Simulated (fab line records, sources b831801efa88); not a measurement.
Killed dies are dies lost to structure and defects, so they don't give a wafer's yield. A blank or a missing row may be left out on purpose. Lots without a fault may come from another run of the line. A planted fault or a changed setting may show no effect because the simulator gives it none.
Which tool did it? | flow gf180mcu | 6 lots, 18 wafers sampled, at 4 steps of a route of 602

WHAT THE GAUGES READ, wafer by wafer
GF_M3_CD_MEAS_14: target cd 280 nm.
lot  | measured     | on        | cd_nm (nm)
L603 | day 22 02:13 | cd_sem-02 | 277.5 280.1 280.3
L605 | day 22 22:28 | cd_sem-01 | 279.3 279.5 279.5
L607 | day 23 10:48 | cd_sem-01 | 280.3 279.7 281.8
L609 | day 24 15:52 | cd_sem-01 | 280.9 280.4 280.3
L614 | day 26 00:16 | cd_sem-01 | 280.5 279.3 279.8
L620 | day 27 20:08 | cd_sem-01 | 279.9 280.8

WHICH TOOL RAN EACH LOT (tool, then ch and the chambers of the sampled wafers, then the start)
lot  | GF_V2_SPUTTER_21             | GF_V2_CMP_26                  | GF_M3_SPUTTER_02
L603 | pvd_sputter-02, day 21 01:26 | cmp-02 ch 0,1,3, day 21 01:52 | pvd_sputter-03, day 21 02:15
L605 | pvd_sputter-02, day 21 22:15 | cmp-02 ch 0,1,3, day 21 22:38 | pvd_sputter-02, day 21 23:04
L607 | pvd_sputter-02, day 22 10:14 | cmp-01 ch 1,3, day 22 10:41   | pvd_sputter-03, day 22 11:04
L609 | pvd_sputter-02, day 23 16:01 | cmp-02 ch 0,1,3, day 23 16:25 | pvd_sputter-02, day 23 16:51
L614 | pvd_sputter-03, day 25 02:14 | cmp-01 ch 1,2,3, day 25 02:37 | pvd_sputter-02, day 25 03:03
L620 | pvd_sputter-02, day 26 23:32 | cmp-01 ch 2,3, day 27 00:02   | pvd_sputter-03, day 27 00:28
- GF_V2_SPUTTER_21: material Ti, target thk 15 nm, time 80.02 s.
- GF_V2_CMP_26: polishes, stops on SiO2, t overpolish 15 s, target thk 0 nm.
- GF_M3_SPUTTER_02: material AlCu, target thk 450 nm, time 23.9 s.

THE ANSWER, worked out from the rows above alone
Rule: what is usual is taken from the lots themselves. Put in order of their means at a reading, lots are off if they are a third of the lots or fewer, leave a main group of 4 or more, and stand apart from it by a gap of 3 or more times the standard deviation of the main group's means; of several such gaps the widest counts. A main group whose means are all the same, to the digits that the tables above print for the reading, isn't used. A lot without any number at a reading at which 4 lots or more have one is off too. The other lots that the step has rows for count as sound.
No lot is off at any reading shown: from this, nothing can be told.

WHAT THE SIMULATOR HAD PUT IN
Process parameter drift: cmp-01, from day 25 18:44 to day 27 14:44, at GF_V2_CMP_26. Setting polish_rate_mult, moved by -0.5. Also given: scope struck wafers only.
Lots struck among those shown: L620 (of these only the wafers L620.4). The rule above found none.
